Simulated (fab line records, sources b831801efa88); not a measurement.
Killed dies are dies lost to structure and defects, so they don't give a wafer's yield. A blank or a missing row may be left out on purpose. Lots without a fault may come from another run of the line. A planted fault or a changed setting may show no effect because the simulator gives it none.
Split-lot experiment | flow gf180mcu | 5 lots, 23 wafers read, on a route of 602 steps

THE SPLIT
At GF_V1_SPUTTER_21 (material Ti, target thk 15 nm, time 80.02 s), the setting chamber_pressure_pa was moved away from the recipe's 5 Pa on 20 of the 23 wafers read, by -14.7% to +11.3%. The other wafers ran this setting at the recipe's value.

The reading is taken at the split's own step.

THE READING
Ti_of_V1_SPUTTER_21.thk_nm (the simulator's own value, which no gauge read), in nm, at GF_V1_SPUTTER_21 (material Ti, target thk 15 nm, time 80.02 s). The file gives no usual value for it. The 3 wafers here that ran the recipe average 14.79 nm, standard deviation 0.09 nm.

wafer  | tool, chamber at the split | chamber_pressure_pa as run, Pa | against the recipe | Ti_of_V1_SPUTTER_21.thk_nm, nm | against lot-mates on the recipe
L077.1 | pvd_sputter-03, -          | 4.811                          | -3.8%              | 15.57                          | no lot-mate on the recipe
L077.2 | pvd_sputter-03, -          | 4.811                          | -3.8%              | 15.51                          | no lot-mate on the recipe
L077.4 | pvd_sputter-03, -          | 4.811                          | -3.8%              | 15.55                          | no lot-mate on the recipe
L077.5 | pvd_sputter-03, -          | 4.811                          | -3.8%              | 15.37                          | no lot-mate on the recipe
L077.6 | pvd_sputter-03, -          | 4.811                          | -3.8%              | 15.64                          | no lot-mate on the recipe
L079.1 | pvd_sputter-02, -          | 4.802                          | -4.0%              | 15.84                          | no lot-mate on the recipe
L079.2 | pvd_sputter-02, -          | 4.802                          | -4.0%              | 15.78                          | no lot-mate on the recipe
L079.3 | pvd_sputter-02, -          | 4.802                          | -4.0%              | 15.85                          | no lot-mate on the recipe
L079.4 | pvd_sputter-02, -          | 4.802                          | -4.0%              | 15.93                          | no lot-mate on the recipe
L079.5 | pvd_sputter-02, -          | 4.802                          | -4.0%              | 15.77                          | no lot-mate on the recipe
L080.2 | pvd_sputter-03, -          | 4.267                          | -14.7%             | 17.28                          | no lot-mate on the recipe
L080.4 | pvd_sputter-03, -          | 4.267                          | -14.7%             | 17.28                          | no lot-mate on the recipe
L080.3 | pvd_sputter-03, -          | 4.267                          | -14.7%             | 17.38                          | no lot-mate on the recipe
L080.5 | pvd_sputter-03, -          | 4.267                          | -14.7%             | 17.42                          | no lot-mate on the recipe
L080.6 | pvd_sputter-03, -          | 4.267                          | -14.7%             | 17.41                          | no lot-mate on the recipe
L081.1 | pvd_sputter-02, -          | 5.565                          | +11.3%             | 13.44                          | no lot-mate on the recipe
L081.4 | pvd_sputter-02, -          | 5.565                          | +11.3%             | 13.44                          | no lot-mate on the recipe
L081.2 | pvd_sputter-02, -          | 5.565                          | +11.3%             | 13.53                          | no lot-mate on the recipe
L081.3 | pvd_sputter-02, -          | 5.565                          | +11.3%             | 13.38                          | no lot-mate on the recipe
L081.5 | pvd_sputter-02, -          | 5.565                          | +11.3%             | 13.52                          | no lot-mate on the recipe
L082.2 | pvd_sputter-01, -          | 5                              | recipe             | 14.74                          | -
L082.5 | pvd_sputter-01, -          | 5                              | recipe             | 14.72                          | -
L082.6 | pvd_sputter-01, -          | 5                              | recipe             | 14.92                          | -

THE FIT
A straight line over all 23 wafers: Ti_of_V1_SPUTTER_21.thk_nm changes by -0.151 nm for each +1% of chamber_pressure_pa; r = -0.99; the points scatter about the line by 0.17 nm.
Too few moved wafers have a lot-mate on the recipe to fit a line with each lot's own level taken away.

THE FILE'S OWN FIT
Ti_of_V1_SPUTTER_21.thk_nm changes by -0.151 nm for each +1% of chamber_pressure_pa, r = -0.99.
